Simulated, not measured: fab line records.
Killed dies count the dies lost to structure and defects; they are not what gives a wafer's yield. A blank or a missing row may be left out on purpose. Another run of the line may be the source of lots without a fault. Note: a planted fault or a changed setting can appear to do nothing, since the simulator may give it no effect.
The tool behind it: which one? -- flow sky130 -- 11 lots, 33 wafers sampled, at 3 steps of a route of 708

## WHAT THE GAUGES SHOWED, per wafer
SKY_METAL3_OVL_MEAS_14.
lot,measured,on,METAL3_OVL (nm)
L293,day 38 07:28,overlay-01,3 4 2
L294,day 39 10:00,overlay-01,-2 -8 -9
L299,day 40 14:28,overlay-01,1 1 2
L301,day 41 01:34,overlay-01,1 -14 -3
L302,day 41 12:07,overlay-01,-1 0 -6
L303,day 41 19:35,overlay-01,-2 -1 -8
L304,day 42 04:55,overlay-01,-1 -1 3
L305,day 42 13:55,overlay-02,5 -5 -2
L312,day 44 09:28,overlay-02,-9 -9 -12
L314,day 44 12:17,overlay-02,9 -2 5
L316,day 45 03:45,overlay-02,-1 1 -9

## EACH LOT AND THE TOOL THAT RAN IT (in order: tool; ch and the chambers of the sampled wafers; start)
lot,SKY_METAL3_SPUTTER_04,SKY_CAPM_METAL_ETCH_13
L293,"pvd-sputter-01, day 36 02:56","rie-metal-04 ch 0,1, day 37 05:11"
L294,"pvd-sputter-04, day 37 06:13","rie-metal-04 ch 0,1, day 38 08:16"
L299,"pvd-sputter-04, day 38 11:49","rie-metal-04 ch 0,1, day 39 12:43"
L301,"pvd-sputter-04, day 38 23:26","rie-metal-02 ch 0,1, day 40 00:41"
L302,"pvd-sputter-01, day 39 11:08","rie-metal-01 ch 0,1, day 40 12:08"
L303,"pvd-sputter-04, day 39 17:58","rie-metal-04 ch 1, day 40 18:59"
L304,"pvd-sputter-01, day 40 04:07","rie-metal-02 ch 0,1, day 41 04:44"
L305,"pvd-sputter-01, day 40 12:32","rie-metal-04 ch 0,1, day 41 12:41"
L312,"pvd-sputter-01, day 42 11:19","rie-metal-04 ch 0, day 43 10:46"
L314,"pvd-sputter-04, day 42 13:29","rie-metal-01 ch 1, day 43 12:58"
L316,"pvd-sputter-03, day 43 06:21","rie-metal-02 ch 0,1, day 44 04:46"
- SKY_METAL3_SPUTTER_04: material TiN, target thk 70 nm, time 58.3 s.
- SKY_CAPM_METAL_ETCH_13: etches TiN in Cl2/BCl3, stops on SiO2, target depth 220 nm, time 62.9 s.

## THE ANSWER, worked out from the rows above alone
Rule: the usual values come from the lots themselves. Put in order of their means at a reading, lots are off if they are a third of the lots or fewer, leave a main group of 4 or more, and stand apart from it by a gap of 3 or more times the standard deviation of the main group's means; of several such gaps the widest counts. A main group whose means are all the same, to the digits that the tables above print for the reading, isn't used. Also off: a lot with no number at a reading for which 4 or more lots have one. Where the step has rows for the other lots, those lots are counted as sound.
Nothing can be told from this: no lot is off at any reading shown.

## WHAT WAS PUT IN BY THE SIMULATOR
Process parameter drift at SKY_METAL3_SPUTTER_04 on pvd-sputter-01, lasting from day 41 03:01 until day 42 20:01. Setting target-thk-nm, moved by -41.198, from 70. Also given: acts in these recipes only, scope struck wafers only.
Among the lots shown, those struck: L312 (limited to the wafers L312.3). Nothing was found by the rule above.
